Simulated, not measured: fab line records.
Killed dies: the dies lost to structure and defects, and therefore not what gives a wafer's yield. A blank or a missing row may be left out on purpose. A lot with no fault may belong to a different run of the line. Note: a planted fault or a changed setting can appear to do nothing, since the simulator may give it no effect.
Split-lot trial	flow sky130	23 wafers read from 5 lots, route of 708 steps

== THE SPLIT ITSELF ==
At SKY_VIA4_CMP_02 (polishes SiO2), the setting leave-above-ref-nm was moved away from the recipe's 580 nm on 9 of the 23 wafers read, by -7.2% to +4.0%. The other wafers ran this setting at the recipe's value.

There is no step in the file separating the split from the reading.

== THE READING ==
oes-product-au, in a.u., at SKY_VIA4_ETCH_12 (etches SiO2 in C4F8/O2/Ar, stops on TiN, target depth 580 nm). Fault-free wafers of this fab line usually give 0.926 a.u., standard deviation 0.0046 a.u.

wafer	tool, chamber at the split	leave-above-ref-nm as run, nm	against the recipe	oes-product-au, a.u.	against lot-mates on the recipe
L075.1	cmp-01, 1	580	recipe	0.921	-
L075.2	cmp-01, 3	555.3	-4.3%	0.910	-0.012
L075.3	cmp-01, 0	555.3	-4.3%	0.910	-0.012
L075.4	cmp-01, 2	555.3	-4.3%	0.904	-0.018
L075.5	cmp-01, 2	580	recipe	0.923	-
L078.2	cmp-01, 3,2	580	recipe	0.918	-
L078.3	cmp-01, 1	580	recipe	0.930	-
L078.4	cmp-01, 3,2	580	recipe	0.931	-
L078.5	cmp-01, 3	563	-2.9%	0.907	-0.019
L078.6	cmp-01, 0	563	-2.9%	0.910	-0.016
L079.2	cmp-01, 1	538	-7.2%	0.878	-0.049
L079.3	cmp-01, 2	580	recipe	0.923	-
L079.4	cmp-01, 3	580	recipe	0.931	-
L079.5	cmp-01, 1	538	-7.2%	0.888	-0.039
L079.6	cmp-01, 2	580	recipe	0.928	-
L080.2	cmp-01, 3,0	580	recipe	0.929	-
L080.3	cmp-01, 0	580	recipe	0.933	-
L080.4	cmp-01, 1	603.1	+4.0%	0.949	+0.019
L080.5	cmp-01, 3,0	580	recipe	0.929	-
L080.6	cmp-01, 3	603.1	+4.0%	0.940	+0.010
L084.1	cmp-01, 2	580	recipe	0.926	-
L084.3	cmp-01, 1	580	recipe	0.925	-
L084.6	cmp-01, 1	580	recipe	0.921	-
Rows listing several chambers each stand for several wafers; the file does not say which wafer went through which chamber.

FIT RESULTS
A straight line over all 23 wafers: oes-product-au changes by +0.00529 a.u. for each +1% of leave-above-ref-nm; r = +0.95; the points scatter about the line by 0.005 a.u.
The same after taking each lot's own level away (the mean of its wafers on the recipe; 23 wafers): +0.00491 a.u. for each +1%; r = +0.93; scatter 0.0056 a.u.
Per that fit: largest leave-above-ref-nm move, reading shift of 0.036 a.u.
Measured against the standard deviation above, the lots' own levels, which go from 0.9220 to 0.9303 a.u., span 1.8 times it.
So the lot-to-lot level changes the slope little: the two slopes agree.
Check: -0.0318 a.u. against its lot-mates is what the line predicts for one of the wafers moved furthest among these (-7.2%) when that wafer is left out of the fit. Against them it came out at -0.0493 a.u.

== THE OTHER SPLITS THESE WAFERS WENT THROUGH ==
Note: prior to the reading, these wafers also went through further splits. Each is held against what the fit with the lots' levels taken away leaves over:
other split on the same wafers	wafers away from the commonest value	r with oes-product-au (lot level and that fit taken away)
SKY_VIA3_CVD_21 pressure-torr	15	-0.19
SKY_CAP2M_METAL_ETCH_13 icp-w	10	+0.12
SKY_METAL4_COAT_08 resist-thk-nm	7	+0.06

== THE WHOLE CHAIN: every reading that the file lists as answering this split, in the file's order ==
step	what it does	reading	change (the file's fit)	r (the file's)
SKY_VIA4_CMP_02	polishes SiO2	SiO2_of_VIA4_HDPCVD_00.thk-nm (the simulator's own value, which no gauge read)	+5.8 nm for each +1% of the setting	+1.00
SKY_VIA4_ETCH_12	etches SiO2 in C4F8/O2/Ar, stops on TiN, target depth 580 nm	oes-product-au	+0.00514 a.u. for each +1% of the setting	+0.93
SKY_VIA4_ETCH_12	etches SiO2 in C4F8/O2/Ar, stops on TiN, target depth 580 nm	etch.depth-nm (the simulator's own value, which no gauge read)	+5.8 nm for each +1% of the setting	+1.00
SKY_VIA4_ETCH_12	etches SiO2 in C4F8/O2/Ar, stops on TiN, target depth 580 nm	VIA4.feature-depth-nm (the simulator's own value, which no gauge read)	+5.69 nm for each +1% of the setting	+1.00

== THE FILE'S OWN FIT ==
oes-product-au changes by +0.00514 a.u. for each +1% of leave-above-ref-nm, r = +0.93.
